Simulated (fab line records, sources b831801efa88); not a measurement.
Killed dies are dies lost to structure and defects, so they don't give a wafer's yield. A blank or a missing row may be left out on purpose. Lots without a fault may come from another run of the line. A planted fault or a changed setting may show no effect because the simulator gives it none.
Which tool did it? | flow sky130 | 6 lots, 18 wafers sampled, at 4 steps of a route of 708

WHAT THE GAUGES READ, wafer by wafer
SKY_METAL2_THK_MEAS_06: measures by xrf.
lot  | measured     | on            | METAL2_ALCU_THK (nm)
L221 | day 34 18:39 | film_metro-02 | 255.5 251.3 250.9
L229 | day 36 20:31 | film_metro-02 | 249.5 251.9 257.4
L233 | day 38 00:56 | film_metro-02 | 248.0 252.0 250.1
L238 | day 39 12:32 | film_metro-02 | 265.9 255.8 268.6
L241 | day 40 05:53 | film_metro-01 | 246.3 251.2 247.8
L244 | day 40 17:53 | film_metro-03 | 253.8 251.3 253.4

WHICH TOOL RAN EACH LOT (tool, then ch and the chambers of the sampled wafers, then the start)
lot  | SKY_LI_CONTACT_ETCH_15             | SKY_LOCAL_INTERCONNECT_SPUTTER_00 | SKY_METAL2_SPUTTER_04
L221 | rie_diel-04 ch 0,1,2, day 29 22:03 | pvd_sputter-03, day 29 23:10      | pvd_sputter-03, day 34 18:28
L229 | rie_diel-01 ch 0,1,2, day 32 04:06 | pvd_sputter-03, day 32 05:13      | pvd_sputter-03, day 36 20:20
L233 | rie_diel-03 ch 1,2,3, day 33 09:41 | pvd_sputter-03, day 33 10:48      | pvd_sputter-03, day 38 00:46
L238 | rie_diel-04 ch 2,3, day 34 23:39   | pvd_sputter-03, day 35 00:47      | pvd_sputter-03, day 39 12:21
L241 | rie_diel-01 ch 0,1,2, day 35 18:08 | pvd_sputter-02, day 35 19:16      | pvd_sputter-02, day 40 05:43
L244 | rie_diel-04 ch 0,1,3, day 36 06:38 | pvd_sputter-03, day 36 07:45      | pvd_sputter-01, day 40 17:43
- SKY_LI_CONTACT_ETCH_15: etches PSG in C4F8/O2/Ar, stops on Si, target depth 600 nm.
- SKY_LOCAL_INTERCONNECT_SPUTTER_00: material TiN, target thk 100 nm, time 83.3 s.
- SKY_METAL2_SPUTTER_04: material TiN, target thk 70 nm, time 58.3 s.

THE ANSWER, worked out from the rows above alone
Rule: what is usual is taken from the lots themselves. Put in order of their means at a reading, lots are off if they are a third of the lots or fewer, leave a main group of 4 or more, and stand apart from it by a gap of 3 or more times the standard deviation of the main group's means; of several such gaps the widest counts. A main group whose means are all the same, to the digits that the tables above print for the reading, isn't used. A lot without any number at a reading at which 4 lots or more have one is off too. The other lots that the step has rows for count as sound.
Off: L238, at SKY_METAL2_THK_MEAS_06 (METAL2_ALCU_THK). The main group: mean 251.4 nm, standard deviation 1.8.
A tool fits if, at a process step before that reading, it ran every lot that is off, and no sound lot after the first of them. The gauges at SKY_METAL2_THK_MEAS_06 are tried like those tools. Can't be told from this: 2 tools fit, pvd_sputter-03 at SKY_METAL2_SPUTTER_04, film_metro-02 at SKY_METAL2_THK_MEAS_06.

WHAT THE SIMULATOR HAD PUT IN
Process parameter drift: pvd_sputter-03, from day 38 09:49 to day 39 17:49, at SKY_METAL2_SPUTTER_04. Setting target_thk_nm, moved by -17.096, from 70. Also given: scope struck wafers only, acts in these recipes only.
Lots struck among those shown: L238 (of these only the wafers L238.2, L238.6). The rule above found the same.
